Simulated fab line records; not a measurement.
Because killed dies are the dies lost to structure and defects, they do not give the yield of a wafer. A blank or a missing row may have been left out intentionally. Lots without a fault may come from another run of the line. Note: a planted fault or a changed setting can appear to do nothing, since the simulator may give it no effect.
Chamber matching    flow gf180mcu    cmp-01 running GF_STI_CMP_25: 4 sister chambers
The step polishes, stops on Si3N4, t overpolish 33 s, target thk 524.6 nm. 8 wafers are shown with their chamber, then 7 later ones without.

WAFERS, EACH WITH ITS CHAMBER
wafer   chamber  motor current A (A)  time to endpoint s (s)
L611.4  3        14.1                 125
L618.1  3        13.6                 128
L618.4  2        10.2                 125
L620.1  1        10.5                 127
L620.4  0        13.8                 124
L620.5  0        13.6                 122
L626.2  1        10.3                 131
L626.5  2        10.0                 125

WAFERS WITHOUT THEIR CHAMBER
wafer   motor current A (A)  time to endpoint s (s)
L626.6  14.0                 127
L629.1  11.3                 129
L629.2  12.8                 129
L629.4  10.6                 126
L631.1  11.4                 133
L631.2  13.3                 127
L631.5  10.9                 131

WHICH CHAMBER EACH ONE RAN IN
wafer    from the rows above       in truth
L626.6   can't be placed: 3 or 0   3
L629.1   can't be placed: 1 or 2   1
L629.2   can't be placed: 3 or 0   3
L629.4   can't be placed: 1 or 2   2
L631.1   1                         1
L631.2   can't be placed: 3 or 0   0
L631.5   1                         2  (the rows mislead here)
Correct placement for 1 of the 7. Can't be placed from these rows: 5 (the true chamber is among the candidates in 5). Number placed wrongly: 1.
How it was worked out, from the rows above alone: a wafer's distance from a chamber is the root of the sum, over the readings, of the square of ((its reading less the chamber's mean) divided by the reading's scatter). If the next closest chamber is less than 2 further off than the closest, the wafer can't be placed; otherwise it belongs to the closest. A chamber's mean is the mean of its shown wafers. The scatter: take each reading less its chamber's mean, square it, sum over the shown wafers, divide by the number of wafers less the number of chambers, and take the root.
